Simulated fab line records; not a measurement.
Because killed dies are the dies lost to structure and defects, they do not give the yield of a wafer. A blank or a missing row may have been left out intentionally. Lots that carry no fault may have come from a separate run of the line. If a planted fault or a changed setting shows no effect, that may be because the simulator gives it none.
Which tool was responsible? / flow sky130 / 42 wafers from 14 lots sampled at 3 of the route's 708 steps

WHAT THE GAUGES SHOWED, per wafer
SKY_FIELD_ISO_THK_MEAS_25.
lot=L381; measured=day 2 06:30; on=film-metro-01; FIELD_ISO_CVD_24_THK (nm)=598 599 601
lot=L382; measured=day 2 15:02; on=film-metro-01; FIELD_ISO_CVD_24_THK (nm)=599 601 599
lot=L384; measured=day 2 23:00; on=film-metro-04; FIELD_ISO_CVD_24_THK (nm)=584 594 583
lot=L386; measured=day 3 10:32; on=film-metro-02; FIELD_ISO_CVD_24_THK (nm)=585 592 591
lot=L388; measured=day 3 20:35; on=film-metro-04; FIELD_ISO_CVD_24_THK (nm)=599 598 593
lot=L389; measured=day 4 00:25; on=film-metro-01; FIELD_ISO_CVD_24_THK (nm)=599 600 609
lot=L391; measured=day 4 10:01; on=film-metro-01; FIELD_ISO_CVD_24_THK (nm)=593 597 602
lot=L395; measured=day 5 09:17; on=film-metro-01; FIELD_ISO_CVD_24_THK (nm)=593 585 585
lot=L399; measured=day 6 05:34; on=film-metro-04; FIELD_ISO_CVD_24_THK (nm)=606 593 603
lot=L400; measured=day 6 10:41; on=film-metro-01; FIELD_ISO_CVD_24_THK (nm)=592 588 604
lot=L401; measured=day 6 15:19; on=film-metro-04; FIELD_ISO_CVD_24_THK (nm)=590 585 587
lot=L402; measured=day 6 22:16; on=film-metro-01; FIELD_ISO_CVD_24_THK (nm)=581 591 586
lot=L403; measured=day 7 03:48; on=film-metro-02; FIELD_ISO_CVD_24_THK (nm)=601 593 597
lot=L404; measured=day 7 12:11; on=film-metro-02; FIELD_ISO_CVD_24_THK (nm)=604 584 610

SKY_SONOS_ONO_CD_MEAS_13: the cd target is 410 nm.
lot=L381; measured=day 12 19:54; on=cd-sem-02; cd-nm (nm)=405.5 409.0 407.1
lot=L382; measured=day 13 05:27; on=cd-sem-02; cd-nm (nm)=408.9 407.6 409.5
lot=L384; measured=day 13 19:00; on=cd-sem-02; cd-nm (nm)=412.1 408.0 413.2
lot=L386; measured=day 14 09:12; on=cd-sem-02; cd-nm (nm)=408.1 410.4 411.7
lot=L388; measured=day 15 10:05; on=cd-sem-01; cd-nm (nm)=411.0 411.0 411.2
lot=L389; measured=day 15 15:48; on=cd-sem-01; cd-nm (nm)=413.5 408.7 410.5
lot=L391; measured=day 16 00:09; on=cd-sem-02; cd-nm (nm)=406.3 407.4 407.5
lot=L395; measured=day 17 12:50; on=cd-sem-01; cd-nm (nm)=407.6 408.6 407.7
lot=L399; measured=day 18 20:11; on=cd-sem-01; cd-nm (nm)=408.2 410.0 408.8
lot=L400; measured=day 19 06:17; on=cd-sem-01; cd-nm (nm)=408.5 410.9 410.7
lot=L401; measured=day 19 14:26; on=cd-sem-01; cd-nm (nm)=409.7 408.5 412.8
lot=L402; measured=day 20 07:02; on=cd-sem-02; cd-nm (nm)=410.4 410.1 411.3
lot=L403; measured=day 20 20:57; on=cd-sem-01; cd-nm (nm)=410.5 410.1 410.9
lot=L404; measured=day 21 07:28; on=cd-sem-01; cd-nm (nm)=406.6 407.3 406.0

EACH LOT AND THE TOOL THAT RAN IT (in order: tool; ch and the chambers of the sampled wafers; start)
lot=L381; SKY_SONOS_TUNNEL_IMPLANT_09=implanter-04 ch 0, day 11 14:09
lot=L382; SKY_SONOS_TUNNEL_IMPLANT_09=implanter-01 ch 0, day 12 00:43
lot=L384; SKY_SONOS_TUNNEL_IMPLANT_09=implanter-03 ch 0, day 12 11:25
lot=L386; SKY_SONOS_TUNNEL_IMPLANT_09=implanter-01 ch 0, day 13 02:46
lot=L388; SKY_SONOS_TUNNEL_IMPLANT_09=implanter-04 ch 0, day 13 18:40
lot=L389; SKY_SONOS_TUNNEL_IMPLANT_09=implanter-04 ch 0, day 14 03:55
lot=L391; SKY_SONOS_TUNNEL_IMPLANT_09=implanter-04 ch 0, day 14 15:25
lot=L395; SKY_SONOS_TUNNEL_IMPLANT_09=implanter-04 ch 0, day 16 01:43
lot=L399; SKY_SONOS_TUNNEL_IMPLANT_09=implanter-01 ch 0, day 17 10:32
lot=L400; SKY_SONOS_TUNNEL_IMPLANT_09=implanter-01 ch 0, day 17 19:30
lot=L401; SKY_SONOS_TUNNEL_IMPLANT_09=implanter-03 ch 0, day 18 02:15
lot=L402; SKY_SONOS_TUNNEL_IMPLANT_09=implanter-03 ch 0, day 18 20:01
lot=L403; SKY_SONOS_TUNNEL_IMPLANT_09=implanter-03 ch 0, day 19 10:40
lot=L404; SKY_SONOS_TUNNEL_IMPLANT_09=implanter-04 ch 0, day 19 19:19
- SKY_SONOS_TUNNEL_IMPLANT_09

AS READ BY THE TOOLS THEMSELVES (means over the sampled wafers that have a number; for cases with no such wafer, the mark the record gives instead)
SKY_SONOS_TUNNEL_IMPLANT_09.
lot=L381 tool=implanter-04 beam-energy-keV=19.999
lot=L382 tool=implanter-01 beam-energy-keV=19.992
lot=L384 tool=implanter-03 beam-energy-keV=19.997
lot=L386 tool=implanter-01 beam-energy-keV=20.006
lot=L388 tool=implanter-04 beam-energy-keV=20.007
lot=L389 tool=implanter-04 beam-energy-keV=20.001
lot=L391 tool=implanter-04 beam-energy-keV=21.271
lot=L395 tool=implanter-04 beam-energy-keV=21.268
lot=L399 tool=implanter-01 beam-energy-keV=19.996
lot=L400 tool=implanter-01 beam-energy-keV=19.993
lot=L401 tool=implanter-03 beam-energy-keV=20.003
lot=L402 tool=implanter-03 beam-energy-keV=20.010
lot=L403 tool=implanter-03 beam-energy-keV=20.002
lot=L404 tool=implanter-04 beam-energy-keV=20.006

THE ANSWER, worked out from the rows above alone
Rule: what is usual is taken from the lots themselves. Put in order of their means at a reading, lots are off if they are a third of the lots or fewer, leave a main group of 4 or more, and stand apart from it by a gap of 3 or more times the standard deviation of the main group's means; of several such gaps the widest counts. If all means in a main group match to the digits the tables above print for the reading, that group is not used. Also off: a lot with no number at a reading for which 4 or more lots have one. All remaining lots with rows at the step are treated as sound. Order of review: gauges by route order, followed by the tools' own readings, for which a lot's mean as printed above is used. The first step at which some lot is off is used, and at that step the reading that is off furthest; a lot without a number counts as furthest.
Off at SKY_SONOS_TUNNEL_IMPLANT_09 (beam-energy-keV): L391, L395. The main group has a mean of 20.001 with a standard deviation of 0.0055.
A tool fits if, at that step or a process step before it, it ran every lot that is off, and no sound lot after the first of them. Of those tried, none fits.

WHAT THE SIMULATOR HAD INSERTED
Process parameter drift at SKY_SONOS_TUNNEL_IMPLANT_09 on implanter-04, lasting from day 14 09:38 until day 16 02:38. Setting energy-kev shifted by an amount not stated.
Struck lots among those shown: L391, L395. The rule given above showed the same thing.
